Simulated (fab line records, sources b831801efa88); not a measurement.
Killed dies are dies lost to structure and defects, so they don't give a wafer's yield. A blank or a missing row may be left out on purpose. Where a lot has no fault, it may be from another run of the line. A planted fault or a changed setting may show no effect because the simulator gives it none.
Which tool was responsible? | flow sky130 | Sampling: 7 lots, 21 wafers, 4 of 708 route steps

## WHAT EACH GAUGE READ, for each wafer
SKY_POLY_GATE_CD_MEAS_22.
lot  | measured     | on        | cd_nm (nm)
L805 | day 17 08:27 | cd_sem-01 | 150.8 150.3 148.8
L809 | day 18 12:52 | cd_sem-02 | 149.1 149.5 147.7
L811 | day 19 14:40 | cd_sem-01 | 150.4 151.7 152.4
L813 | day 19 20:37 | cd_sem-01 | 147.6 147.5 147.9
L819 | day 22 21:26 | cd_sem-02 | - - -
L823 | day 23 16:23 | cd_sem-02 | 150.0 150.8 149.3
L825 | day 25 03:05 | cd_sem-02 | 151.4 149.7 147.5

## TOOL THAT RAN EACH LOT (tool first, then ch and the chambers of the sampled wafers, then the start)
lot  | SKY_FIELD_ISO_ETCH_14             | SKY_FIELD_ISO_ETCH_15             | SKY_POLY_GATE_PEB_11
L805 | rie_diel-03 ch 1,2,3, day 2 15:56 | rie_diel-03 ch 1,2,3, day 2 15:59 | litho_track-02 ch 0, day 17 05:00
L809 | rie_diel-04 ch 0,2, day 3 12:08   | rie_diel-04 ch 0,2, day 3 12:11   | litho_track-02 ch 0, day 18 10:00
L811 | rie_diel-04 ch 1,2, day 4 01:22   | rie_diel-04 ch 1,2, day 4 01:24   | litho_track-03 ch 0, day 19 12:00
L813 | rie_diel-04 ch 1,2,3, day 4 08:05 | rie_diel-04 ch 1,2,3, day 4 08:08 | litho_track-04 ch 0, day 19 18:00
L819 | rie_diel-01 ch 1,2, day 5 22:25   | rie_diel-01 ch 1,2, day 5 22:27   | litho_track-02, day 22 19:00
L823 | rie_diel-04 ch 0,1,3, day 6 11:16 | rie_diel-04 ch 0,1,3, day 6 11:19 | litho_track-02 ch 0, day 23 14:00
L825 | rie_diel-01 ch 0,1, day 7 10:43   | rie_diel-01 ch 0,1, day 7 10:45   | litho_track-02 ch 0, day 25 00:00
- SKY_FIELD_ISO_ETCH_14: etches BARC in N2/H2, stops on SiO2, time 45.9 s, target depth 60 nm.
- SKY_FIELD_ISO_ETCH_15: etches the open film in CHF3/O2, stops on Si, target depth 180 nm, time 72 s.
- SKY_POLY_GATE_PEB_11

## THE ANSWER, worked out from the rows above alone
Rule: the usual values come from the lots themselves. The widest of any qualifying gaps counts: lots, ordered by their means at a reading, are off when they make up no more than a third of the lots, leave a main group of 4 or more, and stand apart from it by 3 or more times the standard deviation of that group's means. A main group is skipped when, at the precision printed for the reading in the tables above, its means are all equal. Also off: a lot with no number at a reading for which 4 or more lots have one. Any other lot the step has rows for is counted as sound.
Off at SKY_POLY_GATE_CD_MEAS_22 (cd_nm): L819. Without a number there: L819. Mean 149.6 nm and standard deviation 1.2 in the main group.
If a tool, at a process step before that reading, ran all the lots that are off and no sound lot after the first of them, it fits. Gauges at SKY_POLY_GATE_CD_MEAS_22: tried the same way as those tools. Not one of the candidates tried fits.

## WHAT THE SIMULATOR HAD PUT IN
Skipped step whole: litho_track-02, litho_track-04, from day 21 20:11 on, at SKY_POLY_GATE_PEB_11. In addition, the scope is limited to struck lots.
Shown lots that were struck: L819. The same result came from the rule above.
